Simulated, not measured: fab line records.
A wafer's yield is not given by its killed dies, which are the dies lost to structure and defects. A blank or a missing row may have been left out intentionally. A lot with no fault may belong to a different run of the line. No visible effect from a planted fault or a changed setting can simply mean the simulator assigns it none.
Struck lot and sound lot, side by side ; flow sky130 ; 24 out of 708 route steps
Sound: the wafers L109.1, L109.2, L109.4. Wafers L105.4, L105.5, L105.6 were the ones struck. The cause is named last.
Order at every step that has rows: each side's tool, ch and its chambers, its first start. Under that, the readings that differ: sound wafers ; struck wafers ; difference of the means ; sigmas: that difference in standard deviations of wafers without a fault.
alike: words and numbers the same on both sides, and readings whose means are apart by under 2 such deviations; not compared: readings that were withheld, readings missing a value for some wafer, numbers with overlapping values and no deviation given by the record, and bounds like >300 which may hide the same value.
The two part at a step that has a row with sigmas, a row that says differs or no value, or rows on one side only. Numbers that have no deviation but don't overlap get no sigmas and don't part them. A reading missing from all wafers of one side parts the sides only when that side holds two or more wafers.

first, 9 steps without rows for these wafers: SKY_VIA2_SPUTTER_20 (material TiN, target thk 20 nm, time 80 s); SKY_VIA2_CVD_21 (deposits W, target thk 420 nm, time 126.4 s); SKY_VIA2_CMP_24 (polishes, stops on SiO2, t overpolish 20 s, target thk 0 nm); SKY_METAL3_SPUTTER_00 (material Ti, target thk 15 nm, time 10 s); SKY_METAL3_SPUTTER_01 (material TiN, target thk 20 nm, time 16.7 s); SKY_METAL3_SPUTTER_02 (material AlCu, target thk 735 nm, time 39.1 s); SKY_METAL3_SPUTTER_03 (material Ti, target thk 5 nm, time 3.3 s); SKY_METAL3_SPUTTER_04 (material TiN, target thk 70 nm, time 58.3 s); SKY_CAPM_CVD_00 (deposits SiO2, target thk 15.5 nm).
SKY_CAPM_SPUTTER_02: material TiN, target thk 200 nm, time 166.7 s.
  sound: pvd sputter-01 at day 42 12:22; struck: pvd sputter-04 at day 41 13:11
reading;sound;struck;difference;sigmas
model.TiN_of_CAPM_SPUTTER_02.thk nm (nm);197.6 198.5 200.1;260.7 261.6 265;+63.7;
  alike: susceptor temp C, throttle valve pct
SKY_CAPM_RS_MEAS_03: measurement is done with a four-point probe.
  sound: film metro-02 at day 42 12:29; struck: film metro-01 at day 41 13:22
reading;sound;struck;difference;sigmas
CAPM_TIN_RS (ohm/sq);7.00 6.97 6.91;5.27 5.24 5.18;-1.73;-25
SKY_CAPM_THK_MEAS_04: measures by xrf.
  sound: film metro-02 at day 42 12:36; struck: film metro-01 at day 41 13:27
reading;sound;struck;difference;sigmas
CAPM_TIN_THK (nm);202.0 202.3 203.2;262.8 263.8 268.0;+62.4;+27
then, 7 steps without rows for these wafers: SKY_CAPM_DEHYDRATE_05 (time 60 s); SKY_CAPM_HMDS_06 (prime time 60 s); SKY_CAPM_COAT_07 (resist thk 1140 nm); SKY_CAPM_SOFTBAKE_08 (time 60 s); SKY_CAPM_EXPOSE_09 (exposes mask CAPM, target cd 1000 nm); SKY_CAPM_PEB_10; SKY_CAPM_DEVELOP_11 (develop time 60 s).
SKY_CAPM_METAL_ETCH_13: etches TiN in Cl2/BCl3, stops on SiO2, target depth 220 nm, time 62.9 s.
  sound on rie metal-02 ch 0,1, day 43 11:13; struck on rie metal-03 ch 0,1, day 42 12:11
reading;sound;struck;difference;sigmas
oes product au (a.u.);0.932 0.935 0.943;1.004 1.010 1.001;+0.068;+9
throttle valve pct (%);21.912 21.900 21.911;21.872 21.864 21.858;-0.043;-4
  alike: drypump motor current A, rf fwd power W
  not compared: rf hours counter h
then, 1 step without rows for these wafers: SKY_CAPM_STRIP_14 (strips in O2/N2).
SKY_CAPM_STRIP_15: strips in post etch residue remover, time 1229 s.
  sound on wet bench-02 ch 1, day 43 11:24; struck on wet bench-01 ch 2, day 42 12:20
reading;sound;struck;difference;sigmas
model.TiN_of_CAPM_SPUTTER_02.thk nm (nm);197.2 198.1 199.6;260.2 261.2 264.6;+63.7;
then, 1 step without rows for these wafers: SKY_CAPM_CLEAN_16 (cleans in IPA, time 180 s).
-- the record jumps here: 7 days lie between the struck wafers' starts before and after (it left off in module CAPM and takes up again in module PAD_OPEN, whose first step shown is number 708 of the route) --
SKY_PAD_OPEN_PROBE_99:
  sound: prober-02 at day 50 13:54; struck: prober-01 at day 49 21:53
reading;sound;struck;difference;sigmas
defect limited yield (%);82.5 80.1 82.3;0 0 0;-82;-41
killed at other;0 0 2;417 418 431;+421;+99 or more
killed dies;86 98 87;492 492 492;+402;+41
killed on rim;23 18 18;96 96 96;+76;+19
sort_bin_3_pad_short (%);1.2 1.2 0.8;85.2 85.6 88.0;+85.2;+99 or more
sort n pass;406 394 405;0 0 0;-402;-41
sort yield pct (%);82.5 80.1 82.3;0 0 0;-82;-41
  alike: killed_at_M0_to_M3, killed_at_M4_up, killed at contacts, killed at front end, killed open, killed short, sort_bin_5_function, sort_bin_6_memory

WHERE THEY PART
Earliest at SKY_CAPM_RS_MEAS_03; latest, in this record, at SKY_PAD_OPEN_PROBE_99.

WHY: whatever the simulator had introduced
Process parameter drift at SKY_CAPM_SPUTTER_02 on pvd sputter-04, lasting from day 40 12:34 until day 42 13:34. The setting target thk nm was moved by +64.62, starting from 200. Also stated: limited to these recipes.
